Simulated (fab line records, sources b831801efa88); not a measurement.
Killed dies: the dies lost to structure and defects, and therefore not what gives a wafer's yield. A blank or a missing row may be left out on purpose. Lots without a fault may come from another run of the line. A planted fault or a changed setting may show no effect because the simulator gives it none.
Struck lot and sound lot, side by side | flow sky130 | 15 steps out of a route of 708
Sound: wafers L675.1, L675.4, L675.5. Wafers L696.1, L696.3, L696.5 were the ones struck. The cause is given at the end.
At each step with rows: each side's tool, then ch and its chambers, then its first start. Under that, the readings that differ: sound wafers | struck wafers | difference of the means | sigmas: that difference in standard deviations of wafers without a fault.
alike: readings whose means differ by less than 2 such deviations, and words and numbers that are the same on both sides. not compared: withheld readings, readings that some wafer has no value for, bounds like >300 that may hide the same value, and numbers for which the record gives no deviation and whose values overlap.
A row with sigmas, a row that says differs or no value, or rows on one side alone: a step with any of these is where the two part. When numbers do not overlap yet have no deviation, they are printed without sigmas and do not part them. Lack of a reading on every wafer of one side parts them only where that side has two or more wafers.

SKY_VIA4_OVL_MEAS_11:
  sound: overlay-01 at day 43 06:40; struck: overlay-02 at day 48 04:50
  alike: VIA4_OVL
SKY_VIA4_ETCH_12: etches SiO2 in C4F8/O2/Ar, stops on TiN, target depth 580 nm.
  sound on rie diel-03 ch 0,1, day 43 06:42; struck on rie diel-02 ch 0,1,3, day 48 04:52
  alike: oes product au
SKY_VIA4_STRIP_13: strips in O2/N2.
  sound on plasma asher-04 ch 0,1, day 43 06:46; struck on plasma asher-03 ch 0,1, day 48 04:56
  alike: drypump motor current A, oes product au, strip time to endpoint s
  not compared: rf hours counter h
then, 3 steps without rows for these wafers: SKY_VIA4_STRIP_14 (strips in post etch residue remover, time 1200 s); SKY_VIA4_CLEAN_15 (cleans in IPA, time 180 s); SKY_VIA4_CLEAN_16 (cleans in O3/DIW).
SKY_VIA4_SPUTTER_17: material TiN, target thk 20 nm, time 80 s.
  sound: pvd sputter-01 at day 43 07:22; struck: pvd sputter-03 at day 48 05:34
  alike: cathode dc power W, chamber pressure pa, throttle valve pct
SKY_VIA4_CVD_18: deposits W, target thk 505 nm, time 152.14 s.
  sound on cvd w-01 ch 0,1, day 43 07:25; struck on cvd w-01 ch 0,1, day 48 05:38
  alike: chamber pressure Torr, heater power w
  not compared: since wet clean h
SKY_VIA4_RS_MEAS_19: measures by four-point-probe.
  sound: film metro-01 at day 43 07:35; struck: film metro-01 at day 48 05:47
  alike: VIA4_W_RS
SKY_VIA4_THK_MEAS_20: measures by xrf.
  sound: film metro-01 at day 43 07:42; struck: film metro-01 at day 48 05:54
  alike: VIA4_W_THK
then, 2 steps without rows for these wafers: SKY_VIA4_CMP_21 (polishes, stops on SiO2, t overpolish 25 s, target thk 0 nm); SKY_METAL5_SPUTTER_00 (material Ti, target thk 15 nm, time 10 s).
SKY_METAL5_SPUTTER_01: material TiN, target thk 20 nm, time 16.7 s.
  sound: pvd sputter-01 at day 43 08:06; struck: pvd sputter-04 at day 48 06:17
  no value came back on the struck wafers for cathode dc power W (W), chamber pressure pa (Pa), throttle valve pct (%); on the sound wafers cathode dc power W (W) reads 6500.1 6499.9 6499.5
SKY_METAL5_SPUTTER_02: material AlCu, target thk 1150 nm, time 61.2 s.
  sound: pvd sputter-01 at day 43 08:08; struck: pvd sputter-04 at day 48 06:19
  alike: cathode dc power W, chamber pressure pa, throttle valve pct
-- the record jumps here: 2 days lie between the struck wafers' starts before and after (it left off in module METAL5 and takes up again in module PAD_OPEN, whose first step shown is number 708 of the route) --
SKY_PAD_OPEN_PROBE_99:
  sound: prober-01 at day 46 06:13; struck: prober-02 at day 50 13:55
  reading                       | sound                  | struck                  | difference | sigmas
  model.etest.via4 chain.rc ohm | 0.8122 0.8157 0.7909   | 0.766 0.7852 0.7502     | -0.039     |
  model.etest.met5.rs ohm sq    | 0.02704 0.02743 0.0274 | 0.02748 0.02768 0.02755 | +0.00028   |
  model.etest.met5.line ohm um  | 0.01683 0.01704 0.017  | 0.01718 0.01721 0.01722 | +0.00025   |
  alike: defect limited yield, killed_at_M0_to_M3, killed_at_M4_up, killed at contacts, killed at front end, killed at other, killed dies, killed open, killed short, sort_bin_3_pad_short, sort_bin_5_function, sort_bin_6_memory, sort n pass, sort yield pct

== WHERE THEY PART ==
Within this record, at SKY_METAL5_SPUTTER_01 only. Later steps at which nothing parts them and some readings are alike: SKY_METAL5_SPUTTER_02, SKY_PAD_OPEN_PROBE_99.

WHY: whatever the simulator had introduced
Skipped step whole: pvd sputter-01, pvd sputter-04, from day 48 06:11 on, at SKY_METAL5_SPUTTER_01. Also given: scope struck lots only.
